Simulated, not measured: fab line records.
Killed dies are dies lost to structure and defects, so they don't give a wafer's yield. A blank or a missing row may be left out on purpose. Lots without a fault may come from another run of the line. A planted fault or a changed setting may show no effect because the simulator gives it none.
fab line records / flow sky130
record: lots: 7 wafers: 21 last_day: 50
route steps=708 shown RES_PROTECT@212 POLY_GATE@213
lots that met no fault: from a run of the same line without faults
start_h: hours from the record's opening day to when the first of the lot's shown wafers began / wait_h: how many hours have passed since the lot's step before this one / " as in the row above / L1.1+2: a single row standing in for several wafers / - value missing, or start not given / * or withheld: withheld / < > ~ a bound
route shown NAME@n: names a module that has steps shown in the file, with the first one's number in the route / usual: mean and standard deviation over wafers with no fault / same: alike in all rows / chamber/n: place in a boat / sites: each site's reading / _std_site: the values' standard deviation / _edge_site: inner sites' mean taken away from outer sites' mean / radius_mm: for every site, how far away it sits from the centre of the wafer / mask NAME#n: copy n / behind: tool/chamber where the wafer was last shaped / hold: cause of the lot's hold/its duration in hours/its outcome / device: the transistor (n, p or np) that didn't switch / end of line: tests of these same wafers at the route's end / a step given without rows: its recipe and nothing more / killed: at the first sort, the dies lost to defects and structure; wafer yield is something else / map: dies across one wafer; x = killed, . = not, _ = none there
set.NAME: the run value of the setting; set.NAME@STEP: its run value at that earlier step / model.NAME: the simulator's own value behind a step, which no gauge read
lots at selected steps of the route; one table per step, one row per wafer
services: the hour from which a tool's chamber was out of use, counted from the record's first day as start_h (under 0 if before that day), plus the number of hours and why
== steps ==
step: SKY_RES_PROTECT_DEVELOP_06
recipe: resist: NOVOLAK developer: TMAH develop_time_s: 60 dev_temp_c: 23
step: SKY_POLY_GATE_IMPLANT_02
recipe: species: P energy_kev: 30 dose_cm2: 7.7e+15 tilt_deg: 0
step: SKY_RES_PROTECT_STRIP_07
recipe: chemistry: O2/N2 power_w: 1400 pressure_mtorr: 1500 platen_temp_c: withheld o2_flow_sccm: 3000 n2_flow_sccm: 300 overash_fraction: 0.5
usual: chamber_pressure_mTorr: 1499.9/1.5 drypump_motor_current_A: 5.75/0.18 oes_product_au: 0.518/0.0045 strip_time_to_endpoint_s: 23.29/0.041
lot.wafer=L542.2 tool=plasma_asher-04 chamber=1 start_h=387.48 wait_h=0.1 chamber_pressure_mTorr=1499.8 drypump_motor_current_A=5.81 oes_product_au=0.522 rf_hours_counter_h=71 strip_time_to_endpoint_s=23.29
lot.wafer=L542.4 tool=plasma_asher-04 chamber=1 start_h=387.48 wait_h=0.1 chamber_pressure_mTorr=1500.6 drypump_motor_current_A=5.79 oes_product_au=0.516 rf_hours_counter_h=- strip_time_to_endpoint_s=23.33
lot.wafer=L542.5 tool=plasma_asher-04 chamber=1 start_h=387.48 wait_h=0.1 chamber_pressure_mTorr=1499.1 drypump_motor_current_A=5.83 oes_product_au=0.516 rf_hours_counter_h=- strip_time_to_endpoint_s=23.30
lot.wafer=L546.1 tool=plasma_asher-02 chamber=1 start_h=407.93 wait_h=0.1 chamber_pressure_mTorr=1500.3 drypump_motor_current_A=5.94 oes_product_au=0.524 rf_hours_counter_h=60 strip_time_to_endpoint_s=23.33
lot.wafer=L546.3 tool=plasma_asher-02 chamber=1 start_h=407.93 wait_h=0.1 chamber_pressure_mTorr=1500.2 drypump_motor_current_A=5.89 oes_product_au=0.520 rf_hours_counter_h=- strip_time_to_endpoint_s=23.33
lot.wafer=L546.5 tool=plasma_asher-02 chamber=0 start_h=407.93 wait_h=0.1 chamber_pressure_mTorr=1500.0 drypump_motor_current_A=5.52 oes_product_au=0.516 rf_hours_counter_h=- strip_time_to_endpoint_s=23.32
lot.wafer=L547.1 tool=plasma_asher-04 chamber=0 start_h=432.35 wait_h=0.1 chamber_pressure_mTorr=1498.8 drypump_motor_current_A=5.76 oes_product_au=0.512 rf_hours_counter_h=0 strip_time_to_endpoint_s=23.32
lot.wafer=L547.2 tool=plasma_asher-04 chamber=1 start_h=432.35 wait_h=0.1 chamber_pressure_mTorr=1500.1 drypump_motor_current_A=5.78 oes_product_au=0.522 rf_hours_counter_h=0 strip_time_to_endpoint_s=23.34
lot.wafer=L547.3 tool=plasma_asher-04 chamber=0 start_h=432.35 wait_h=0.1 chamber_pressure_mTorr=1500.1 drypump_motor_current_A=5.72 oes_product_au=0.518 rf_hours_counter_h=- strip_time_to_endpoint_s=23.32
lot.wafer=L549.2 tool=plasma_asher-03 chamber=1 start_h=439.09 wait_h=0.1 chamber_pressure_mTorr=1500.0 drypump_motor_current_A=5.58 oes_product_au=0.514 rf_hours_counter_h=30 strip_time_to_endpoint_s=23.35
lot.wafer=L549.3 tool=plasma_asher-03 chamber=0 start_h=439.09 wait_h=0.1 chamber_pressure_mTorr=1499.8 drypump_motor_current_A=6.04 oes_product_au=0.512 rf_hours_counter_h=- strip_time_to_endpoint_s=23.34
lot.wafer=L549.5 tool=plasma_asher-03 chamber=0 start_h=439.09 wait_h=0.1 chamber_pressure_mTorr=1500.0 drypump_motor_current_A=6.03 oes_product_au=0.520 rf_hours_counter_h=- strip_time_to_endpoint_s=23.38
lot.wafer=L548.3 tool=plasma_asher-04 chamber=0 start_h=439.42 wait_h=0.1 chamber_pressure_mTorr=1498.3 drypump_motor_current_A=5.73 oes_product_au=0.519 rf_hours_counter_h=- strip_time_to_endpoint_s=23.31
lot.wafer=L548.4 tool=plasma_asher-04 chamber=1 start_h=439.42 wait_h=0.1 chamber_pressure_mTorr=1498.7 drypump_motor_current_A=5.81 oes_product_au=0.514 rf_hours_counter_h=- strip_time_to_endpoint_s=23.36
lot.wafer=L548.6 tool=plasma_asher-04 chamber=1 start_h=439.42 wait_h=0.1 chamber_pressure_mTorr=1498.5 drypump_motor_current_A=5.81 oes_product_au=0.527 rf_hours_counter_h=- strip_time_to_endpoint_s=23.34
lot.wafer=L557.2 tool=plasma_asher-04 chamber=0 start_h=497.25 wait_h=0.1 chamber_pressure_mTorr=1496.7 drypump_motor_current_A=5.73 oes_product_au=0.518 rf_hours_counter_h=6 strip_time_to_endpoint_s=23.34
lot.wafer=L557.5 tool=plasma_asher-04 chamber=0 start_h=497.25 wait_h=0.1 chamber_pressure_mTorr=1498.9 drypump_motor_current_A=5.71 oes_product_au=0.524 rf_hours_counter_h=- strip_time_to_endpoint_s=23.31
lot.wafer=L557.6 tool=plasma_asher-04 chamber=1 start_h=497.25 wait_h=0.1 chamber_pressure_mTorr=1498.8 drypump_motor_current_A=5.83 oes_product_au=0.520 rf_hours_counter_h=- strip_time_to_endpoint_s=23.27
lot.wafer=L560.2 tool=plasma_asher-03 chamber=1 start_h=525.85 wait_h=0.1 chamber_pressure_mTorr=1500.1 drypump_motor_current_A=5.55 oes_product_au=0.521 rf_hours_counter_h=39 strip_time_to_endpoint_s=23.26
lot.wafer=L560.4 tool=plasma_asher-03 chamber=0 start_h=525.85 wait_h=0.1 chamber_pressure_mTorr=1499.1 drypump_motor_current_A=6.07 oes_product_au=0.519 rf_hours_counter_h=- strip_time_to_endpoint_s=23.29
lot.wafer=L560.5 tool=plasma_asher-03 chamber=0 start_h=525.85 wait_h=0.1 chamber_pressure_mTorr=1501.3 drypump_motor_current_A=6.04 oes_product_au=0.514 rf_hours_counter_h=- strip_time_to_endpoint_s=23.27
step: SKY_RES_PROTECT_TW_MEAS_08
usual: POLY_GATE_TW: 4058/44
lot.wafer=L542.2 tool=film_metro-03 chamber=- start_h=387.59 wait_h=0.1 POLY_GATE_TW=4009
lot.wafer=L542.4 tool=film_metro-03 chamber=- start_h=387.59 wait_h=0.1 POLY_GATE_TW=3997
lot.wafer=L542.5 tool=film_metro-03 chamber=- start_h=387.59 wait_h=0.1 POLY_GATE_TW=4004
lot.wafer=L546.1 tool=film_metro-01 chamber=- start_h=408.03 wait_h=0.1 POLY_GATE_TW=4022
lot.wafer=L546.3 tool=film_metro-01 chamber=- start_h=408.03 wait_h=0.1 POLY_GATE_TW=4032
lot.wafer=L546.5 tool=film_metro-01 chamber=- start_h=408.03 wait_h=0.1 POLY_GATE_TW=4027
lot.wafer=L547.1 tool=film_metro-04 chamber=- start_h=432.45 wait_h=0.1 POLY_GATE_TW=4099
lot.wafer=L547.2 tool=film_metro-04 chamber=- start_h=432.45 wait_h=0.1 POLY_GATE_TW=4112
lot.wafer=L547.3 tool=film_metro-04 chamber=- start_h=432.45 wait_h=0.1 POLY_GATE_TW=4106
lot.wafer=L549.2 tool=film_metro-04 chamber=- start_h=439.20 wait_h=0.1 POLY_GATE_TW=4096
lot.wafer=L549.3 tool=film_metro-04 chamber=- start_h=439.20 wait_h=0.1 POLY_GATE_TW=4096
lot.wafer=L549.5 tool=film_metro-04 chamber=- start_h=439.20 wait_h=0.1 POLY_GATE_TW=4097
lot.wafer=L548.3 tool=film_metro-03 chamber=- start_h=439.51 wait_h=0.1 POLY_GATE_TW=4005
lot.wafer=L548.4 tool=film_metro-03 chamber=- start_h=439.51 wait_h=0.1 POLY_GATE_TW=3980
lot.wafer=L548.6 tool=film_metro-03 chamber=- start_h=439.51 wait_h=0.1 POLY_GATE_TW=4016
lot.wafer=L557.2 tool=film_metro-03 chamber=- start_h=497.36 wait_h=0.1 POLY_GATE_TW=4034
lot.wafer=L557.5 tool=film_metro-03 chamber=- start_h=497.36 wait_h=0.1 POLY_GATE_TW=4036
lot.wafer=L557.6 tool=film_metro-03 chamber=- start_h=497.36 wait_h=0.1 POLY_GATE_TW=4033
lot.wafer=L560.2 tool=film_metro-01 chamber=- start_h=525.96 wait_h=0.1 POLY_GATE_TW=4024
lot.wafer=L560.4 tool=film_metro-01 chamber=- start_h=525.96 wait_h=0.1 POLY_GATE_TW=4014
lot.wafer=L560.5 tool=film_metro-01 chamber=- start_h=525.96 wait_h=0.1 POLY_GATE_TW=4028
step: SKY_RES_PROTECT_CLEAN_09
recipe: chemistry: SC1/SC2 mix: 1:4:20 temp_c: 70 time_s: 150 dry: n2_spin
step: SKY_POLY_GATE_CVD_03
recipe: material: Si3N4 precursor: DCS/NH3 target_thk_nm: 75 temp_c: 770 time_s: 1290 pressure_mtorr: 250
step: SKY_POLY_GATE_THK_MEAS_04
recipe: reads: Si3N4_of_POLY_GATE_CVD_03
usual: POLY_GATE_CVD_03_THK: 75.3/0.88
lot.wafer=L542.2 tool=film_metro-02 chamber=- start_h=389.06 wait_h=0.0 POLY_GATE_CVD_03_THK[nm]=74.5
lot.wafer=L542.4 tool=film_metro-02 chamber=- start_h=389.06 wait_h=0.0 POLY_GATE_CVD_03_THK[nm]=74.1
lot.wafer=L542.5 tool=film_metro-02 chamber=- start_h=389.06 wait_h=0.0 POLY_GATE_CVD_03_THK[nm]=73.7
lot.wafer=L546.1 tool=film_metro-04 chamber=- start_h=410.68 wait_h=0.0 POLY_GATE_CVD_03_THK[nm]=75.8
lot.wafer=L546.3 tool=film_metro-04 chamber=- start_h=410.68 wait_h=0.0 POLY_GATE_CVD_03_THK[nm]=75.7
lot.wafer=L546.5 tool=film_metro-04 chamber=- start_h=410.68 wait_h=0.0 POLY_GATE_CVD_03_THK[nm]=75.7
lot.wafer=L547.1 tool=film_metro-02 chamber=- start_h=434.88 wait_h=0.0 POLY_GATE_CVD_03_THK[nm]=76.3
lot.wafer=L547.2 tool=film_metro-02 chamber=- start_h=434.88 wait_h=0.0 POLY_GATE_CVD_03_THK[nm]=76.1
lot.wafer=L547.3 tool=film_metro-02 chamber=- start_h=434.88 wait_h=0.0 POLY_GATE_CVD_03_THK[nm]=76.0
lot.wafer=L549.2 tool=film_metro-02 chamber=- start_h=440.68 wait_h=0.0 POLY_GATE_CVD_03_THK[nm]=77.1
lot.wafer=L549.3 tool=film_metro-02 chamber=- start_h=440.68 wait_h=0.0 POLY_GATE_CVD_03_THK[nm]=76.9
lot.wafer=L549.5 tool=film_metro-02 chamber=- start_h=440.68 wait_h=0.0 POLY_GATE_CVD_03_THK[nm]=76.2
lot.wafer=L548.3 tool=film_metro-02 chamber=- start_h=442.04 wait_h=0.0 POLY_GATE_CVD_03_THK[nm]=75.8
lot.wafer=L548.4 tool=film_metro-02 chamber=- start_h=442.04 wait_h=0.0 POLY_GATE_CVD_03_THK[nm]=75.8
lot.wafer=L548.6 tool=film_metro-02 chamber=- start_h=442.04 wait_h=0.0 POLY_GATE_CVD_03_THK[nm]=75.9
lot.wafer=L557.2 tool=film_metro-03 chamber=- start_h=498.83 wait_h=0.0 POLY_GATE_CVD_03_THK[nm]=76.4
lot.wafer=L557.5 tool=film_metro-03 chamber=- start_h=498.83 wait_h=0.0 POLY_GATE_CVD_03_THK[nm]=76.3
lot.wafer=L557.6 tool=film_metro-03 chamber=- start_h=498.83 wait_h=0.0 POLY_GATE_CVD_03_THK[nm]=76.6
lot.wafer=L560.2 tool=film_metro-04 chamber=- start_h=532.06 wait_h=0.0 POLY_GATE_CVD_03_THK[nm]=74.0
lot.wafer=L560.4 tool=film_metro-04 chamber=- start_h=532.06 wait_h=0.0 POLY_GATE_CVD_03_THK[nm]=75.1
lot.wafer=L560.5 tool=film_metro-04 chamber=- start_h=532.06 wait_h=0.0 POLY_GATE_CVD_03_THK[nm]=75.2
step: SKY_POLY_GATE_DEHYDRATE_05
recipe: temp_c: 200 time_s: 60
step: SKY_POLY_GATE_HMDS_06
recipe: prime_time_s: 60 prime_temp_c: 120
step: SKY_POLY_GATE_COAT_07
recipe: resist: BARC temp_c: withheld time_s: withheld spin_rpm: 3000 resist_thk_nm: 110
step: SKY_POLY_GATE_COAT_08
recipe: resist: KrF-thick spin_rpm: 3000 resist_thk_nm: 450
step: SKY_POLY_GATE_SOFTBAKE_09
recipe: temp_c: 100 time_s: 90 resist: KrF-thick
step: SKY_POLY_GATE_EXPOSE_10
recipe: mask_id: P1M na: 0.68 source_shape: conventional sigma_outer: 0.6 target_cd_nm: 150 dose_mj: 28
usual: exposure_dose_mJ_cm2: 27.825/0.028 focus_offset_nm: -0.1/0.45
lot.wafer=L542.2 tool=krf_scanner-02 chamber=0 start_h=404.02 wait_h=- mask=P1M#0 exposure_dose_mJ_cm2=27.818 focus_offset_nm=0.1
lot.wafer=L542.4 tool=krf_scanner-02 chamber=0 start_h=404.02 wait_h=- mask=P1M#0 exposure_dose_mJ_cm2=27.826 focus_offset_nm=-0.4
lot.wafer=L542.5 tool=krf_scanner-02 chamber=0 start_h=404.02 wait_h=- mask=P1M#0 exposure_dose_mJ_cm2=27.814 focus_offset_nm=-0.1
lot.wafer=L546.1 tool=krf_scanner-01 chamber=0 start_h=425.89 wait_h=- mask=P1M#0 exposure_dose_mJ_cm2=27.832 focus_offset_nm=0.5
lot.wafer=L546.3 tool=krf_scanner-01 chamber=0 start_h=425.89 wait_h=- mask=P1M#0 exposure_dose_mJ_cm2=27.842 focus_offset_nm=-0.1
lot.wafer=L546.5 tool=krf_scanner-01 chamber=0 start_h=425.89 wait_h=- mask=P1M#0 exposure_dose_mJ_cm2=27.821 focus_offset_nm=0.0
lot.wafer=L547.1 tool=krf_scanner-02 chamber=- start_h=450.96 wait_h=- mask=P1M#0 exposure_dose_mJ_cm2=- focus_offset_nm=-
lot.wafer=L547.2 tool=krf_scanner-02 chamber=- start_h=450.96 wait_h=- mask=P1M#0 exposure_dose_mJ_cm2=- focus_offset_nm=-
lot.wafer=L547.3 tool=krf_scanner-02 chamber=- start_h=450.96 wait_h=- mask=P1M#0 exposure_dose_mJ_cm2=- focus_offset_nm=-
lot.wafer=L549.2 tool=krf_scanner-02 chamber=- start_h=456.05 wait_h=- mask=P1M#0 exposure_dose_mJ_cm2=- focus_offset_nm=-
lot.wafer=L549.3 tool=krf_scanner-02 chamber=- start_h=456.05 wait_h=- mask=P1M#0 exposure_dose_mJ_cm2=- focus_offset_nm=-
lot.wafer=L549.5 tool=krf_scanner-02 chamber=- start_h=456.05 wait_h=- mask=P1M#0 exposure_dose_mJ_cm2=- focus_offset_nm=-
lot.wafer=L548.3 tool=krf_scanner-01 chamber=- start_h=457.67 wait_h=- mask=P1M#0 exposure_dose_mJ_cm2=- focus_offset_nm=-
lot.wafer=L548.4 tool=krf_scanner-01 chamber=- start_h=457.67 wait_h=- mask=P1M#0 exposure_dose_mJ_cm2=- focus_offset_nm=-
lot.wafer=L548.6 tool=krf_scanner-01 chamber=- start_h=457.67 wait_h=- mask=P1M#0 exposure_dose_mJ_cm2=- focus_offset_nm=-
lot.wafer=L557.2 tool=krf_scanner-01 chamber=0 start_h=514.61 wait_h=- mask=P1M#0 exposure_dose_mJ_cm2=27.809 focus_offset_nm=-0.5
lot.wafer=L557.5 tool=krf_scanner-01 chamber=0 start_h=514.61 wait_h=- mask=P1M#0 exposure_dose_mJ_cm2=27.863 focus_offset_nm=-0.1
lot.wafer=L557.6 tool=krf_scanner-01 chamber=0 start_h=514.61 wait_h=- mask=P1M#0 exposure_dose_mJ_cm2=27.846 focus_offset_nm=0.2
lot.wafer=L560.2 tool=krf_scanner-02 chamber=0 start_h=547.88 wait_h=- mask=P1M#0 exposure_dose_mJ_cm2=27.821 focus_offset_nm=-0.5
lot.wafer=L560.4 tool=krf_scanner-02 chamber=0 start_h=547.88 wait_h=- mask=P1M#0 exposure_dose_mJ_cm2=27.827 focus_offset_nm=-0.6
lot.wafer=L560.5 tool=krf_scanner-02 chamber=0 start_h=547.88 wait_h=- mask=P1M#0 exposure_dose_mJ_cm2=27.881 focus_offset_nm=-0.2
step: SKY_POLY_GATE_PEB_11
recipe: peb_temp_c: withheld peb_time_s: withheld resist: KrF-thick
== services ==
tool=krf_scanner-01 chamber=- start_h=368.28 hours=1.3 kind=pm
tool=krf_scanner-01 chamber=- start_h=369.58 hours=1.0 kind=pm
tool=plasma_asher-02 chamber=- start_h=373.75 hours=0.7 kind=repair
tool=plasma_asher-02 chamber=- start_h=387.23 hours=2.8 kind=pm
tool=krf_scanner-01 chamber=- start_h=403.39 hours=0.7 kind=repair
tool=krf_scanner-02 chamber=- start_h=404.25 hours=2.8 kind=repair
tool=krf_scanner-01 chamber=- start_h=411.49 hours=4.4 kind=pm
tool=krf_scanner-01 chamber=- start_h=419.16 hours=1.0 kind=repair
tool=plasma_asher-04 chamber=- start_h=421.25 hours=9.0 kind=pm
tool=plasma_asher-04 chamber=0 start_h=421.25 hours=9.0 kind=vent_cycle
tool=plasma_asher-04 chamber=1 start_h=421.25 hours=9.0 kind=vent_cycle
tool=plasma_asher-04 chamber=0 start_h=430.25 hours=- kind=clean
tool=plasma_asher-04 chamber=1 start_h=430.25 hours=- kind=clean
tool=krf_scanner-02 chamber=- start_h=440.97 hours=0.4 kind=repair
tool=krf_scanner-01 chamber=0 start_h=447.81 hours=- kind=calibration
tool=krf_scanner-02 chamber=0 start_h=448.70 hours=- kind=calibration
tool=plasma_asher-04 chamber=- start_h=486.86 hours=2.8 kind=pm
tool=krf_scanner-02 chamber=- start_h=493.05 hours=1.3 kind=pm
tool=krf_scanner-02 chamber=- start_h=495.05 hours=1.0 kind=pm
tool=krf_scanner-01 chamber=- start_h=505.68 hours=0.8 kind=pm
tool=krf_scanner-02 chamber=- start_h=506.43 hours=0.8 kind=pm
tool=plasma_asher-04 chamber=- start_h=519.20 hours=4.3 kind=repair
tool=krf_scanner-01 chamber=- start_h=538.50 hours=1.0 kind=pm
tool=krf_scanner-01 chamber=- start_h=544.18 hours=1.3 kind=pm
== key ==
first_sign: step: SKY_POLY_GATE_EXPOSE_10 reading: tool_record direction: missing
effect none on later readings
met_at SKY_POLY_GATE_EXPOSE_10
struck_wafers L547.1,L547.2,L547.3,L548.3,L548.4,L548.6,L549.2,L549.3,L549.5
later_rows_left_out L547.1,L547.2,L547.3,L548.3,L548.4,L548.6,L549.2,L549.3,L549.5
sort_left_out L547.1,L547.2,L547.3,L548.3,L548.4,L548.6,L549.2,L549.3,L549.5
tester_left_out L547,L548,L549
onset_between 425.89 450.96
fault: kind: skipped_step_whole tool: krf_scanner-01,krf_scanner-02 chamber: - onset_h: 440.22 steps: SKY_POLY_GATE_EXPOSE_10 scope: struck_lots_only
tester_left_out: of these lots the tester's yield and bins aren't shown, on N5 and GAA mostly nor the transistor test; their killed dies are dies lost to structure and defects alone, not to doping, threshold or leakage, so they don't give the yield
sort_left_out: the simulated sort isn't trusted on such a fault, so these wafers' sort isn't shown, and their yield isn't known
later_rows_left_out: the simulator's readings of these wafers behind a module that went badly wrong aren't trusted and aren't shown, but for the sort
